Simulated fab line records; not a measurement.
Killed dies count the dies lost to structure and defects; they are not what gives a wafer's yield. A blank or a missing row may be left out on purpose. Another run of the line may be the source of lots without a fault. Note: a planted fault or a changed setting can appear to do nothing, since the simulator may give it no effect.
What tool caused it?    flow gf180mcu    33 wafers from 11 lots sampled at 5 of the route's 602 steps

## WHAT THE GAUGES READ, wafer by wafer
GF_VT_IMPLANT_OVL_MEAS_29. Usual: VT_IMPLANT_02_OVL typically reads 0.8 nm, with standard deviation 1.3.
lot   measured      on          VT_IMPLANT_02_OVL (nm)  flag
L281  day 6 19:20   overlay-01  0.3 2.7 1.8             
L282  day 7 04:02   overlay-01  0.8 -0.3 1.1            
L283  day 7 09:50   overlay-02  0.5 -0.5 1.6            
L286  day 8 04:41   overlay-02  -0.6 1.5 3.0            
L289  day 9 00:35   overlay-01  -0.8 0.2 -0.4           
L290  day 9 09:35   overlay-01  0.9 0.7 -0.2            
L292  day 9 20:53   overlay-01  -0.7 0.0 -0.5           
L295  day 10 17:05  overlay-02  0.3 0.9 0.2             
L296  day 10 23:19  overlay-02  3.3 1.1 -0.2            
L299  day 11 17:59  overlay-02  0.5 -0.8 0.6            
L304  day 13 01:26  overlay-01  -0.6 0.6 -1.4           

GF_POLY_GATE_THK_MEAS_01. Usual: POLY_GATE_CVD_00_THK typically reads 199.7 nm, with standard deviation 2.2.
lot   measured      on             POLY_GATE_CVD_00_THK (nm)            flag
L281  day 8 10:15   film_metro-03  196.9 196.7 197.6                    
L282  day 8 17:50   film_metro-02  200.0 199.9 199.9                    
L283  day 9 00:14   film_metro-03  198.9 198.3 199.1                    
L286  day 9 23:36   film_metro-02  200.0 200.6 198.8                    
L289  day 10 19:09  film_metro-04  202.4 202.6 203.3                    
L290  day 11 04:46  film_metro-03  199.6 199.3 199.2                    
L292  day 11 14:55  film_metro-02  200.0 198.0 200.4                    
L295  day 12 10:57  film_metro-03  141.5 142.9 141.8 141.6 143.3 141.7  OFF
L296  day 12 20:08  film_metro-02  194.3 195.3 195.0                    
L299  day 13 14:28  film_metro-04  144.5 144.4 145.8 144.5 144.4 145.8  OFF
L304  day 15 00:53  film_metro-02  200.5 199.6 200.2                    

GF_POLY_GATE_THK_MEAS_17. Usual: POLY_GATE_OXIDATION_THK typically reads 4.04 nm, with standard deviation 0.071.
lot   measured      on             POLY_GATE_OXIDATION_THK (nm)  flag
L281  day 9 05:46   film_metro-02  4.14 4.06 4.19                
L282  day 9 12:20   film_metro-03  4.05 4.16 4.10                
L283  day 9 18:38   film_metro-03  3.98 4.04 3.99                
L286  day 10 18:40  film_metro-02  4.03 3.98 4.06                
L289  day 11 15:16  film_metro-04  4.08 4.07 4.05                
L290  day 12 01:13  film_metro-04  4.15 4.12 4.10                
L292  day 12 12:04  film_metro-03  4.06 4.00 4.02                
L295  day 13 09:05  film_metro-04  4.12 4.07 4.09                
L296  day 13 18:01  film_metro-04  4.02 3.99 4.03                
L299  day 14 13:14  film_metro-03  4.23 4.21 4.28                
L304  day 16 02:02  film_metro-04  4.14 4.09 4.05                

## WHICH TOOL RAN EACH LOT (tool, then ch and the chambers of the sampled wafers, then the start)
lot   GF_POLY_GATE_CVD_00          GF_POLY_GATE_ETCH_13
L281  lpcvd-02 ch 0, day 8 08:55   rie_si-01 ch 1,2, day 9 03:56
L282  lpcvd-02 ch 0, day 8 16:30   rie_si-02 ch 1,2, day 9 10:53
L283  lpcvd-02 ch 1, day 8 22:54   rie_si-02 ch 1,2, day 9 17:11
L286  lpcvd-02 ch 1, day 9 21:35   rie_si-02 ch 0,2,3, day 10 17:12
L289  lpcvd-01 ch 1, day 10 17:47  rie_si-01 ch 0,1,3, day 11 13:47
L290  lpcvd-02 ch 0, day 11 03:25  rie_si-02 ch 0,2,3, day 11 23:45
L292  lpcvd-02 ch 0, day 11 13:34  rie_si-02 ch 1,3, day 12 10:35
L295  lpcvd-02 ch 1, day 12 09:37  rie_si-01 ch 0,1,2, day 13 06:59
L296  lpcvd-01 ch 1, day 12 18:48  rie_si-02 ch 1,2, day 13 16:33
L299  lpcvd-02 ch 1, day 13 13:07  rie_si-02 ch 0,1,3, day 14 11:07
L304  lpcvd-01 ch 0, day 14 23:32  rie_si-02 ch 1,3, day 15 23:17
- GF_POLY_GATE_CVD_00: deposits poly-Si, target thk 200 nm, time 1200 s.
- GF_POLY_GATE_ETCH_13: etches poly-Si in HBr/Cl2, stops on SiO2, target depth 198.5 nm, time 69.6 s.

## AS READ BY THE TOOLS THEMSELVES (means over the sampled wafers that have a number; for cases with no such wafer, the mark the record gives instead)
GF_POLY_GATE_CVD_00. Usual: pressure_mtorr 200.0 mTorr, standard deviation 0.38; susceptor_temp_C 620.02 C, standard deviation 0.28.
lot   tool      pressure_mtorr (mTorr)  susceptor_temp_C (C)  flag
L281  lpcvd-02  200.3                   619.72                
L282  lpcvd-02  200.0                   619.81                
L283  lpcvd-02  200.6                   619.94                
L286  lpcvd-02  200.0                   620.01                
L289  lpcvd-01  199.3                   620.22                
L290  lpcvd-02  200.0                   619.85                
L292  lpcvd-02  199.9                   619.93                
L295  lpcvd-02  100.1                   619.97                OFF
L296  lpcvd-01  199.8                   620.12                
L299  lpcvd-02  99.7                    620.04                OFF
L304  lpcvd-01  200.2                   620.16                

GF_POLY_GATE_ETCH_13. Usual: chamber_pressure_mTorr 9.999 mTorr, standard deviation 0.0091; drypump_motor_current_A 5.8 A, standard deviation 0.48; mfc_cl2_sccm 50.02 sccm, standard deviation 0.16; oes_product_au 0.989 a.u., standard deviation 0.0079; rf_fwd_power_W 396.2 W, standard deviation 1.3; throttle_valve_pct 33.684 %, standard deviation 0.0097.
lot   tool       chamber_pressure_mTorr (mTorr)  drypump_motor_current_A (A)  mfc_cl2_sccm (sccm)  oes_product_au (a.u.)  rf_fwd_power_W (W)  throttle_valve_pct (%)  flag
L281  rie_si-01  10.001                          5.6                          50.21                0.988                  397.0               33.679                  
L282  rie_si-02  9.998                           5.7                          49.96                0.989                  395.1               33.683                  
L283  rie_si-02  9.992                           5.8                          50.12                0.987                  395.2               33.675                  
L286  rie_si-02  9.994                           6.1                          49.86                0.996                  395.5               33.677                  
L289  rie_si-01  9.995                           5.5                          50.06                0.992                  395.6               33.680                  
L290  rie_si-02  9.991                           6.1                          49.97                0.991                  397.3               33.682                  
L292  rie_si-02  9.995                           6.1                          50.06                0.987                  395.5               33.688                  
L295  rie_si-01  10.010                          5.8                          49.95                0.791                  395.3               33.685                  OFF
L296  rie_si-02  10.008                          5.5                          49.96                0.969                  396.3               33.689                  
L299  rie_si-02  10.000                          5.9                          50.23                0.805                  396.8               33.679                  OFF
L304  rie_si-02  10.003                          5.6                          50.06                0.993                  396.5               33.685                  

## THE ANSWER, worked out from the rows above alone
Rule: take the mean of a lot's wafers that have a number; if it is more than 3 standard deviations from the usual mean, the lot is off. A lot without any number at a reading at which 4 lots or more have one is off too. Where the step has rows for the other lots, those lots are counted as sound. The gauges are gone through in route order, then the tools' own readings, and for those a lot's mean is taken as printed above. At the first step where some lot is off, the reading lying furthest off is the one used; lots without a number count as furthest.
Off: L295, L299, seen at GF_POLY_GATE_THK_MEAS_01 (POLY_GATE_CVD_00_THK).
A tool fits if, at a process step before that reading, it ran every lot that is off, and no sound lot after the first of them. The gauges at GF_POLY_GATE_THK_MEAS_01 aren't tried: what is off there is off at GF_POLY_GATE_CVD_00 too, on other tools, and a gauge's error can't cause that. One candidate fits, namely lpcvd-02 at GF_POLY_GATE_CVD_00. Its last sound lot is L292 (day 11 13:34), its first lot that is off L295 (day 12 09:37): a fault that began between those two fits.
On the lots that are off, the tool's own readings at GF_POLY_GATE_CVD_00 differ by more than 5 times the standard deviation of the sound lots' means, which bears it out; pressure_mtorr reads 99.9 mTorr there versus 200.0 mTorr on the sound lots.

## WHAT HAD BEEN PUT IN BY THE SIMULATOR
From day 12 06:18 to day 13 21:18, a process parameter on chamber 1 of lpcvd-02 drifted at GF_POLY_GATE_CVD_00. The setting pressure_mtorr was moved by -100, starting from 200. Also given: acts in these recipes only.
Shown lots that were struck: L295, L299. The rule above found the same.
